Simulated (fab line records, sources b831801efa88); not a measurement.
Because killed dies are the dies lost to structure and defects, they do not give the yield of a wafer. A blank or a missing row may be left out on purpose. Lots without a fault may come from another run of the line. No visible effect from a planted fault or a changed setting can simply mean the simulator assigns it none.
What tool caused it? / flow sky130 / 24 lots with 72 wafers sampled at 2 steps, on a route of 708 steps

== WHAT THE GAUGES READ, wafer by wafer ==
SKY_VT_ADJUST_PCH_OVL_MEAS_07. Usual: VT_ADJUST_PCH_OVL typically reads 0.3 nm, with standard deviation 1.2.
lot=L074; measured=day 10 05:41; on=overlay-01; VT_ADJUST_PCH_OVL (nm)=-1.5 -0.9 -1.5; flag=
lot=L075; measured=day 10 13:56; on=overlay-01; VT_ADJUST_PCH_OVL (nm)=0.6 -0.9 0.1; flag=
lot=L076; measured=day 10 17:50; on=overlay-01; VT_ADJUST_PCH_OVL (nm)=1.2 1.4 -0.3; flag=
lot=L077; measured=day 11 03:27; on=overlay-02; VT_ADJUST_PCH_OVL (nm)=-0.5 0.6 -0.4; flag=
lot=L078; measured=day 11 15:02; on=overlay-02; VT_ADJUST_PCH_OVL (nm)=-0.3 1.5 0.2; flag=
lot=L079; measured=day 12 02:59; on=overlay-01; VT_ADJUST_PCH_OVL (nm)=1.5 0.4 -0.6; flag=
lot=L080; measured=day 12 08:38; on=overlay-01; VT_ADJUST_PCH_OVL (nm)=-0.1 1.2 1.9; flag=
lot=L081; measured=day 12 19:05; on=overlay-02; VT_ADJUST_PCH_OVL (nm)=0.3 0.6 2.4; flag=
lot=L082; measured=day 13 01:26; on=overlay-01; VT_ADJUST_PCH_OVL (nm)=0.9 0.3 -0.9; flag=
lot=L083; measured=day 13 12:20; on=overlay-02; VT_ADJUST_PCH_OVL (nm)=0.8 0.8 1.0; flag=
lot=L084; measured=day 13 14:33; on=overlay-02; VT_ADJUST_PCH_OVL (nm)=-1.3 0.9 0.1; flag=
lot=L085; measured=day 14 01:05; on=overlay-02; VT_ADJUST_PCH_OVL (nm)=-0.4 -0.5 -1.0; flag=
lot=L086; measured=day 14 07:08; on=overlay-02; VT_ADJUST_PCH_OVL (nm)=1.0 0.0 0.9; flag=
lot=L087; measured=day 14 09:47; on=overlay-02; VT_ADJUST_PCH_OVL (nm)=2.6 -0.4 2.1; flag=
lot=L088; measured=day 14 17:26; on=overlay-02; VT_ADJUST_PCH_OVL (nm)=-0.9 0.8 -0.9; flag=
lot=L089; measured=day 14 23:06; on=overlay-01; VT_ADJUST_PCH_OVL (nm)=1.7 1.8 1.7; flag=
lot=L090; measured=day 15 08:08; on=overlay-02; VT_ADJUST_PCH_OVL (nm)=-0.7 0.3 -0.2; flag=
lot=L091; measured=day 15 16:32; on=overlay-02; VT_ADJUST_PCH_OVL (nm)=-0.2 0.7 -0.2; flag=
lot=L092; measured=day 15 21:11; on=overlay-01; VT_ADJUST_PCH_OVL (nm)=-1.7 -1.7 -2.4; flag=
lot=L093; measured=day 16 09:05; on=overlay-01; VT_ADJUST_PCH_OVL (nm)=0.6 2.1 -0.5; flag=
lot=L094; measured=day 16 22:41; on=overlay-01; VT_ADJUST_PCH_OVL (nm)=0.7 -0.3 1.5; flag=
lot=L095; measured=day 17 00:26; on=overlay-02; VT_ADJUST_PCH_OVL (nm)=0.6 -0.7 -0.9; flag=
lot=L096; measured=day 17 02:44; on=overlay-02; VT_ADJUST_PCH_OVL (nm)=1.2 0.7 0.9; flag=
lot=L097; measured=day 17 17:20; on=overlay-02; VT_ADJUST_PCH_OVL (nm)=0.9 1.8 1.1; flag=

== WHICH TOOL RAN EACH LOT (tool, then ch and the chambers of the sampled wafers, then the start) ==
lot=L074; SKY_NWELL_STRIP_14=plasma asher-03 ch 0,1, day 4 12:07
lot=L075; SKY_NWELL_STRIP_14=plasma asher-02 ch 0,1, day 4 16:37
lot=L076; SKY_NWELL_STRIP_14=plasma asher-01 ch 0,1, day 4 22:25
lot=L077; SKY_NWELL_STRIP_14=plasma asher-01 ch 0,1, day 5 04:37
lot=L078; SKY_NWELL_STRIP_14=plasma asher-02 ch 1, day 5 13:07
lot=L079; SKY_NWELL_STRIP_14=plasma asher-01 ch 0,1, day 6 00:13
lot=L080; SKY_NWELL_STRIP_14=plasma asher-02 ch 0,1, day 6 04:55
lot=L081; SKY_NWELL_STRIP_14=plasma asher-03 ch 1, day 6 14:04
lot=L082; SKY_NWELL_STRIP_14=plasma asher-02 ch 1, day 6 16:19
lot=L083; SKY_NWELL_STRIP_14=plasma asher-02 ch 0,1, day 7 00:19
lot=L084; SKY_NWELL_STRIP_14=plasma asher-03 ch 0,1, day 7 02:54
lot=L085; SKY_NWELL_STRIP_14=plasma asher-02 ch 0,1, day 7 10:19
lot=L086; SKY_NWELL_STRIP_14=plasma asher-03 ch 0,1, day 7 16:10
lot=L087; SKY_NWELL_STRIP_14=plasma asher-01 ch 0,1, day 7 17:28
lot=L088; SKY_NWELL_STRIP_14=plasma asher-02 ch 0,1, day 8 00:16
lot=L089; SKY_NWELL_STRIP_14=plasma asher-01 ch 0,1, day 8 04:15
lot=L090; SKY_NWELL_STRIP_14=plasma asher-01 ch 0,1, day 8 09:49
lot=L091; SKY_NWELL_STRIP_14=plasma asher-02 ch 0,1, day 8 16:13
lot=L092; SKY_NWELL_STRIP_14=plasma asher-02 ch 1, day 8 22:31
lot=L093; SKY_NWELL_STRIP_14=plasma asher-01 ch 0,1, day 9 05:34
lot=L094; SKY_NWELL_STRIP_14=plasma asher-01 ch 0,1, day 9 14:46
lot=L095; SKY_NWELL_STRIP_14=plasma asher-01 ch 1, day 9 16:37
lot=L096; SKY_NWELL_STRIP_14=plasma asher-03 ch 0,1, day 9 20:31
lot=L097; SKY_NWELL_STRIP_14=plasma asher-02 ch 0,1, day 10 05:49
- SKY_NWELL_STRIP_14: strips in O2/N2.

== AS READ BY THE TOOLS THEMSELVES (means over the sampled wafers that have a number; for cases with no such wafer, the mark the record gives instead) ==
SKY_NWELL_STRIP_14. Usual: drypump motor current A 5.6 A, standard deviation 0.41; oes product au 0.723 a.u., standard deviation 0.0046; strip time to endpoint s 36.94 s, standard deviation 0.1.
lot=L074; tool=plasma asher-03; drypump motor current A (A)=5.5; oes product au (a.u.)=0.722; strip time to endpoint s (s)=36.75; flag=
lot=L075; tool=plasma asher-02; drypump motor current A (A)=5.4; oes product au (a.u.)=0.726; strip time to endpoint s (s)=36.83; flag=
lot=L076; tool=plasma asher-01; drypump motor current A (A)=5.9; oes product au (a.u.)=0.723; strip time to endpoint s (s)=36.90; flag=
lot=L077; tool=plasma asher-01; drypump motor current A (A)=5.9; oes product au (a.u.)=0.726; strip time to endpoint s (s)=36.96; flag=
lot=L078; tool=plasma asher-02; drypump motor current A (A)=5.9; oes product au (a.u.)=0.719; strip time to endpoint s (s)=36.97; flag=
lot=L079; tool=plasma asher-01; drypump motor current A (A)=5.9; oes product au (a.u.)=0.723; strip time to endpoint s (s)=36.74; flag=
lot=L080; tool=plasma asher-02; drypump motor current A (A)=5.6; oes product au (a.u.)=0.723; strip time to endpoint s (s)=36.92; flag=
lot=L081; tool=plasma asher-03; drypump motor current A (A)=5.5; oes product au (a.u.)=0.728; strip time to endpoint s (s)=36.99; flag=
lot=L082; tool=plasma asher-02; drypump motor current A (A)=5.9; oes product au (a.u.)=0.720; strip time to endpoint s (s)=36.97; flag=
lot=L083; tool=plasma asher-02; drypump motor current A (A)=5.4; oes product au (a.u.)=0.722; strip time to endpoint s (s)=36.86; flag=
lot=L084; tool=plasma asher-03; drypump motor current A (A)=5.7; oes product au (a.u.)=0.723; strip time to endpoint s (s)=37.06; flag=
lot=L085; tool=plasma asher-02; drypump motor current A (A)=5.4; oes product au (a.u.)=0.720; strip time to endpoint s (s)=37.01; flag=
lot=L086; tool=plasma asher-03; drypump motor current A (A)=5.6; oes product au (a.u.)=0.722; strip time to endpoint s (s)=36.98; flag=
lot=L087; tool=plasma asher-01; drypump motor current A (A)=5.6; oes product au (a.u.)=0.722; strip time to endpoint s (s)=36.99; flag=
lot=L088; tool=plasma asher-02; drypump motor current A (A)=5.6; oes product au (a.u.)=0.724; strip time to endpoint s (s)=36.97; flag=
lot=L089; tool=plasma asher-01; drypump motor current A (A)=5.9; oes product au (a.u.)=0.722; strip time to endpoint s (s)=36.84; flag=
lot=L090; tool=plasma asher-01; drypump motor current A (A)=5.5; oes product au (a.u.)=0.723; strip time to endpoint s (s)=36.98; flag=
lot=L091; tool=plasma asher-02; drypump motor current A (A)=5.6; oes product au (a.u.)=0.723; strip time to endpoint s (s)=36.91; flag=
lot=L092; tool=plasma asher-02; drypump motor current A (A)=5.9; oes product au (a.u.)=0.725; strip time to endpoint s (s)=37.04; flag=
lot=L093; tool=plasma asher-01; drypump motor current A (A)=5.5; oes product au (a.u.)=0.722; strip time to endpoint s (s)=36.86; flag=
lot=L094; tool=plasma asher-01; drypump motor current A (A)=5.6; oes product au (a.u.)=0.722; strip time to endpoint s (s)=37.06; flag=
lot=L095; tool=plasma asher-01; drypump motor current A (A)=6.2; oes product au (a.u.)=0.724; strip time to endpoint s (s)=37.10; flag=
lot=L096; tool=plasma asher-03; drypump motor current A (A)=5.6; oes product au (a.u.)=0.721; strip time to endpoint s (s)=36.91; flag=
lot=L097; tool=plasma asher-02; drypump motor current A (A)=5.4; oes product au (a.u.)=0.723; strip time to endpoint s (s)=36.94; flag=

== THE ANSWER, worked out from the rows above alone ==
Rule: a lot is off if the mean of its wafers that have a number lies more than 3 standard deviations from the usual mean. Also off: a lot with no number at a reading for which 4 or more lots have one. Where the step has rows for the other lots, those lots are counted as sound. After the gauges, taken in route order, come the tools' own readings; for these a lot's mean is taken, as printed above. At the first step where some lot is off, the reading lying furthest off is the one used; lots without a number count as furthest.
No lot is off on any of the readings shown, so nothing can be concluded from this.

== WHAT THE SIMULATOR HAD PUT IN ==
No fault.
